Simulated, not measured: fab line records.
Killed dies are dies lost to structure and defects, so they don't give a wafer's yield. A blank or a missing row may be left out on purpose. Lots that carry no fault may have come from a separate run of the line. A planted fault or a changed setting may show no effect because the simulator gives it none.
The tool behind it: which one? | flow sky130 | 12 lots with 36 wafers sampled at 4 steps, on a route of 708 steps

## WHAT THE GAUGES SHOWED, per wafer
SKY_VT_ADJUST_HVTP_OVL_MEAS_08. Usual: VT_ADJUST_HVTP_OVL typically reads 0.2 nm, with standard deviation 1.5.
lot  | measured     | on         | VT_ADJUST_HVTP_OVL (nm) | flag
L215 | day 6 03:23  | overlay-02 | 1.1 -1.5 -1.8           |
L216 | day 6 05:33  | overlay-02 | 0.1 -1.4 -0.5           |
L217 | day 6 13:09  | overlay-02 | 0.5 0.6 0.1             |
L222 | day 8 04:33  | overlay-02 | 0.9 0.3 0.7             |
L226 | day 8 20:32  | overlay-01 | -0.8 -2.2 -0.6          |
L227 | day 9 02:54  | overlay-01 | 0.0 0.6 1.0             |
L228 | day 10 00:02 | overlay-02 | -0.5 -2.1 -0.6          |
L232 | day 10 15:08 | overlay-01 | 0.0 1.5 0.8             |
L234 | day 10 23:54 | overlay-01 | 0.0 -1.4 0.6            |
L235 | day 11 09:12 | overlay-02 | 3.2 2.7 2.6             |
L237 | day 12 01:08 | overlay-02 | -1.5 -1.3 -0.4          |
L238 | day 12 04:17 | overlay-02 | -1.3 -0.5 -0.4          |

SKY_VT_ADJUST_PCH_TW_MEAS_10. Usual: VT_ADJUST_PCH_TW typically reads 141.9, with standard deviation 1.8.
lot  | measured     | on            | VT_ADJUST_PCH_TW  | flag
L215 | day 10 09:24 | film metro-03 | 140.0 139.5 139.6 |
L216 | day 10 13:56 | film metro-01 | 142.8 142.4 142.9 |
L217 | day 10 21:52 | film metro-02 | 142.8 142.9 142.8 |
L222 | day 12 21:47 | film metro-01 | 149.7 148.9 148.7 | OFF
L226 | day 13 18:13 | film metro-02 | 150.9 151.0 150.5 | OFF
L227 | day 14 03:56 | film metro-02 | 144.3 145.1 143.6 |
L228 | day 15 03:03 | film metro-02 | 142.1 144.0 143.4 |
L232 | day 15 22:25 | film metro-01 | 142.2 142.6 142.0 |
L234 | day 16 09:07 | film metro-02 | 144.1 144.1 144.2 |
L235 | day 16 21:11 | film metro-02 | 144.5 143.8 143.9 |
L237 | day 17 15:12 | film metro-03 | 139.5 140.2 139.9 |
L238 | day 17 19:21 | film metro-03 | 139.2 139.6 140.4 |

SKY_SONOS_ONO_OVL_MEAS_14. Usual: SONOS_ONO_OVL typically reads 0.3 nm, with standard deviation 1.4.
lot  | measured     | on         | SONOS_ONO_OVL (nm) | flag
L215 | day 12 13:47 | overlay-01 | -0.2 0.2 1.3       |
L216 | day 12 19:35 | overlay-01 | 0.2 0.4 -0.6       |
L217 | day 13 02:57 | overlay-02 | 0.4 1.5 -0.7       |
L222 | day 15 08:48 | overlay-01 | 4.9 2.9 2.9        |
L226 | day 16 06:05 | overlay-02 | -0.2 -1.3 0.6      |
L227 | day 16 15:51 | overlay-01 | -1.7 -2.6 -2.3     |
L228 | day 17 16:41 | overlay-02 | 0.4 -0.2 -1.1      |
L232 | day 18 15:23 | overlay-02 | 1.8 3.8 1.9        |
L234 | day 19 02:14 | overlay-01 | 0.1 -1.3 1.0       |
L235 | day 19 14:56 | overlay-02 | -0.9 0.3 -1.1      |
L237 | day 20 12:29 | overlay-02 | 1.4 1.6 0.5        |
L238 | day 20 15:20 | overlay-02 | -0.1 3.1 1.2       |

## EACH LOT AND THE TOOL THAT RAN IT (in order: tool; ch and the chambers of the sampled wafers; start)
lot  | SKY_VT_ADJUST_PCH_IMPLANT_08
L215 | implanter-02 ch 0, day 10 09:09
L216 | implanter-01 ch 0, day 10 13:43
L217 | implanter-01 ch 0, day 10 21:37
L222 | implanter-02 ch 0, day 12 21:34
L226 | implanter-02 ch 0, day 13 17:59
L227 | implanter-01 ch 0, day 14 03:41
L228 | implanter-01 ch 0, day 15 02:48
L232 | implanter-01 ch 0, day 15 22:10
L234 | implanter-01 ch 0, day 16 08:53
L235 | implanter-02 ch 0, day 16 20:58
L237 | implanter-03 ch 0, day 17 14:57
L238 | implanter-03 ch 0, day 17 19:06
- SKY_VT_ADJUST_PCH_IMPLANT_08

## AS READ BY THE TOOLS THEMSELVES (means over the sampled wafers that have a number; for cases with no such wafer, the mark the record gives instead)
SKY_VT_ADJUST_PCH_IMPLANT_08. Usual: beam on s 10.01 s, standard deviation 0.19; end station pressure torr 5.01e-06 Torr, standard deviation 2.8e-07; faraday current uA 2.82, standard deviation 0.054.
lot  | tool         | beam on s (s) | end station pressure torr (Torr) | faraday current uA | flag
L215 | implanter-02 | 10.18         | 5.18e-06                         | 2.77               |
L216 | implanter-01 | 9.88          | 4.72e-06                         | 2.85               |
L217 | implanter-01 | 10.07         | 5.00e-06                         | 2.80               |
L222 | implanter-02 | 11.91         | 9.59e-05                         | 2.39               | OFF
L226 | implanter-02 | 12.20         | 9.31e-05                         | 2.34               | OFF
L227 | implanter-01 | 10.24         | 5.16e-06                         | 2.76               |
L228 | implanter-01 | 10.16         | 4.92e-06                         | 2.79               |
L232 | implanter-01 | 10.08         | 4.96e-06                         | 2.79               |
L234 | implanter-01 | 10.07         | 5.07e-06                         | 2.79               |
L235 | implanter-02 | 10.07         | 4.99e-06                         | 2.80               |
L237 | implanter-03 | 10.00         | 5.30e-06                         | 2.82               |
L238 | implanter-03 | 10.14         | 5.10e-06                         | 2.78               |

## THE ANSWER, worked out from the rows above alone
Rule: lot off if the mean of its wafers having a number is beyond 3 standard deviations from the usual mean. Also off: a lot with no number at a reading for which 4 or more lots have one. Any other lot the step has rows for is counted as sound. The gauges are gone through in route order, then the tools' own readings, and for those a lot's mean is taken as printed above. The first step at which some lot is off is used, and at that step the reading that is off furthest; a lot without a number counts as furthest.
Off: L222, L226, at SKY_VT_ADJUST_PCH_TW_MEAS_10 (VT_ADJUST_PCH_TW).
A tool fits if, at a process step before that reading, it ran every lot that is off, and no sound lot after the first of them. Not tried: the gauges at SKY_VT_ADJUST_PCH_TW_MEAS_10; whatever is off there is also off at SKY_VT_ADJUST_PCH_IMPLANT_08, on other tools, and gauge error can't account for it. Of those tried, none fits.

## WHAT THE SIMULATOR PUT IN
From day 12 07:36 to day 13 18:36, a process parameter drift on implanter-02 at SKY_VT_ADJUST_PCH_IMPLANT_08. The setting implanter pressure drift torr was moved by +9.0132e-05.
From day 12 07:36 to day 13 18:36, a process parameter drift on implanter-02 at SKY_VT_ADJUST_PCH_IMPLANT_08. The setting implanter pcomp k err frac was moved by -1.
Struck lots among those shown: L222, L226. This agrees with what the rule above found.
